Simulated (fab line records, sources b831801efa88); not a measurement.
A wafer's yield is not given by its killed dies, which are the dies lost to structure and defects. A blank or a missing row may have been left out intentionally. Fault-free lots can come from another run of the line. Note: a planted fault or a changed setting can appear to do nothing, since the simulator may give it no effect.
8D (eight disciplines) problem report, filled in by code	flow gf180mcu	the parts of the form that need people (team, actions taken, sign-off) are left out

1. THE PROBLEM
Wafers free of any fault read 1425 (standard deviation 10) for HV_LDD_3_TW at GF_HV_LDD_TW_MEAS_38, against a mean of 1484 on 6 wafers of 2 lots. Measured from the usual mean, that is +5.9 standard deviations.
Seen first at day 16 06:19 on film-metro-01, wafer L931.3. The record holds 33 wafers of 11 lots with a number at this step. The rule behind "out" and "out of limits": a value lying over 4 standard deviations away from the usual mean. The other wafers with a number count as sound.

2. WHAT IT IS AND WHAT IT IS NOT
question	is	is not
which readings at this step	HV_LDD_3_TW	-
which lots	L931, L932	L918, L920, L922, L926, L927, L933, L934, L937, L939
which wafers of those lots	all that have a number	-
read on which gauges	film-metro-01, film-metro-02	film-metro-04
when	from day 16 06:19	up to then (15 sound wafers); but 12 sound wafers of L933, L934, L937, L939 came after

3. SUSPECTS, AND WHAT RULES EACH OUT
Counting: any tool at a process step up to the reading is kept as a suspect provided that every lot that is out went through it and no sound lot did after the first of them.
- the gauge at GF_HV_LDD_TW_MEAS_38 is ruled out. 2 gauges (film-metro-01, film-metro-02) read the wafers that are out.
- implanter-01 at GF_HV_LDD_IMPLANT_34: kept. It ran every lot that is out, first L931 (day 16 05:47), and no sound lot after that; its last sound lot up to then is L927 (day 14 23:36). Out on those wafers are its own readings of dose-ions-cm2, faraday-current-uA.
The count leaves implanter-01 at GF_HV_LDD_IMPLANT_34.

4. THE CAUSE (what the simulator had put in)
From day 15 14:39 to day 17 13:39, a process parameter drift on implanter-01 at GF_HV_LDD_IMPLANT_34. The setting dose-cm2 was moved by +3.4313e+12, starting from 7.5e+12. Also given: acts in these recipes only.
After counting, this tool was the only one left.

5. SEQUENCE OF EFFECTS, ordered by route
Each row: a reading where the mean over the struck wafers with a number is more than 3 standard deviations away from the usual. Scope: only readings with a usual standard deviation given in the record; hours: median across lots of the time from each lot's start at the first step in this table that gives one to its start at this step; sigmas: change in usual standard deviations.
hours	step	reading	usual	on struck wafers	change	sigmas
0	GF_HV_LDD_IMPLANT_34	dose-ions-cm2	7.498e+12	1.092e+13	+3.427e+12	+99 or more
0	GF_HV_LDD_IMPLANT_34	faraday-current-uA	42.4	62.3	+19.9	+24
1	GF_HV_LDD_TW_MEAS_38	HV_LDD_3_TW	1425	1484	+59	+5.9
24	GF_HV_LDD_RS_MEAS_53	HV_LDD_RS	418.1 ohm/sq	409.8	-8.3	-9.4
Here are the process steps it includes:
- GF_HV_LDD_IMPLANT_34

6. HOW IT WOULD HAVE BEEN CAUGHT EARLIER
In this record the first reading out of limits at a measuring or inspecting step was taken at day 16 06:19, 16 hours after the fault began at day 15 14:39.
At GF_HV_LDD_IMPLANT_34, the tool's own readings (dose-ions-cm2, faraday-current-uA) were out on each struck wafer the step has a row for, so an alarm limit on them would have fired on the first such wafer.
Among the 2 lots that are out, L932 began GF_HV_LDD_IMPLANT_34 on implanter-01 after day 16 06:19. A tool hold placed at that time would have kept it from harm.
